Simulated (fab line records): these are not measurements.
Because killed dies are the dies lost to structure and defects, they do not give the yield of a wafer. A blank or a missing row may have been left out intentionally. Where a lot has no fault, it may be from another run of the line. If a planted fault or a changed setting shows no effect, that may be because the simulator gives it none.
Comparing a struck lot with a sound one / flow sky130 / 17 steps out of a route of 708
Sound: the wafers L946.3, L946.4, L946.5. Struck: wafers L961.1, L961.5, L961.6. The cause is given at the end.
Each step with rows lists, per side, the tool, then ch with its chambers, then its first start. Under that, the readings that differ: sound wafers / struck wafers / difference of the means / sigmas: that difference in standard deviations of wafers without a fault.
alike: words and numbers the same on both sides, and readings whose means are apart by under 2 such deviations; not compared: readings that were withheld, readings missing a value for some wafer, numbers with overlapping values and no deviation given by the record, and bounds like >300 which may hide the same value.
A row with sigmas, a row that says differs or no value, or rows on one side alone: a step with any of these is where the two part. Numbers that have no deviation but don't overlap get no sigmas and don't part them. Lack of a reading on every wafer of one side parts them only where that side has two or more wafers.

SKY_LOCAL_INTERCONNECT_RS_MEAS_01: measures by four-point-probe.
  sound: film metro-02 at day 31 03:55; struck: film metro-04 at day 37 21:43
  alike: LOCAL_INTERCONNECT_TIN_RS
SKY_LOCAL_INTERCONNECT_THK_MEAS_02: measures by xrf.
  sound: film metro-02 at day 31 04:01; struck: film metro-04 at day 37 21:50
  alike: LOCAL_INTERCONNECT_TIN_THK
then, 8 steps without rows for these wafers: SKY_LOCAL_INTERCONNECT_DEHYDRATE_03 (time 60 s); SKY_LOCAL_INTERCONNECT_HMDS_04 (prime time 60 s); SKY_LOCAL_INTERCONNECT_COAT_05 (resist thk 60 nm); SKY_LOCAL_INTERCONNECT_COAT_06 (resist thk 450 nm); SKY_LOCAL_INTERCONNECT_SOFTBAKE_07 (time 90 s); SKY_LOCAL_INTERCONNECT_EXPOSE_08 (exposes mask LI1M, target cd 170 nm); SKY_LOCAL_INTERCONNECT_PEB_09; SKY_LOCAL_INTERCONNECT_DEVELOP_10 (develop time 60 s).
SKY_LOCAL_INTERCONNECT_CD_MEAS_11: target cd 170 nm.
  sound: cd sem-02 at day 32 07:35; struck: cd sem-01 at day 38 23:25
  alike: cd nm
SKY_LOCAL_INTERCONNECT_OVL_MEAS_12:
  sound: overlay-02 at day 32 07:40; struck: overlay-02 at day 38 23:32
  alike: LOCAL_INTERCONNECT_OVL
SKY_LOCAL_INTERCONNECT_ETCH_13: etches BARC in N2/H2, stops on SiO2, time 45.9 s, target depth 60 nm.
  sound on rie metal-04 ch 0,1, day 32 07:43; struck on rie metal-02 ch 0,1, day 38 23:34
  no value came back on the struck wafers for any of 5 readings (bias w (W), chamber pressure mTorr (mTorr) and others); on the sound wafers bias w (W) reads 99.49 99.87 99.96
reading=model.KrF-thick_of_LOCAL_INTERCONNECT_COAT_06.thk nm (nm); sound=390.9 391.5 393.3; struck=436.9 436.8 435.4; difference=+44.5; sigmas=
  not compared: rf hours counter h
SKY_LOCAL_INTERCONNECT_METAL_ETCH_14: etches TiN in Cl2/BCl3, stops on PSG, target depth 110 nm, time 31.4 s.
  sound on rie metal-04 ch 0,1, day 32 07:46; struck on rie metal-02 ch 0,1, day 38 23:38
reading=oes product au (a.u.); sound=0.956 0.942 0.938; struck=0.377 0.369 0.379; difference=-0.570; sigmas=-76
reading=throttle valve pct (%); sound=21.912 21.913 21.906; struck=22.280 22.279 22.266; difference=+0.365; sigmas=+37
reading=model.KrF-thick_of_LOCAL_INTERCONNECT_COAT_06.thk nm (nm); sound=347.7 347.1 349.7; struck=392.9 392.6 391.7; difference=+44.2; sigmas=
  alike: bcl3 flow sccm, bias w, drypump motor current A
  not compared: rf hours counter h
SKY_LOCAL_INTERCONNECT_STRIP_15: strips in O2/N2.
  sound on plasma asher-03 ch 0,1, day 32 07:50; struck on plasma asher-02 ch 0,1, day 38 23:41
reading=oes product au (a.u.); sound=0.417 0.424 0.428; struck=0.443 0.443 0.443; difference=+0.020; sigmas=+5
reading=strip time to endpoint s (s); sound=4.709 4.712 4.749; struck=5.189 5.171 5.148; difference=+0.446; sigmas=+23
  alike: drypump motor current A
  not compared: rf hours counter h
then, 1 step without rows for these wafers: SKY_LOCAL_INTERCONNECT_STRIP_16 (strips in post etch residue remover, time 1200 s).
-- a jump in the record: the struck wafers' starts before and after are 13 days apart (it breaks off in module LOCAL_INTERCONNECT and resumes in module PAD_OPEN, where the first step shown is number 708 of the route) --
SKY_PAD_OPEN_PROBE_99:
  sound: prober-02 at day 47 07:12; struck: prober-02 at day 51 16:55
reading=killed at contacts; sound=22 24 23; struck=415 427 424; difference=+399; sigmas=+69
reading=killed dies; sound=84 87 85; struck=492 492 492; difference=+407; sigmas=+42
reading=killed on rim; sound=17 18 16; struck=96 96 96; difference=+79; sigmas=+19
  alike: killed_at_M0_to_M3, killed_at_M4_up, killed at front end, killed at other, killed open, killed short

== WHERE THEY PART ==
At SKY_LOCAL_INTERCONNECT_ETCH_13 first; at SKY_PAD_OPEN_PROBE_99 last (within this record only).

WHY: what had been put in by the simulator
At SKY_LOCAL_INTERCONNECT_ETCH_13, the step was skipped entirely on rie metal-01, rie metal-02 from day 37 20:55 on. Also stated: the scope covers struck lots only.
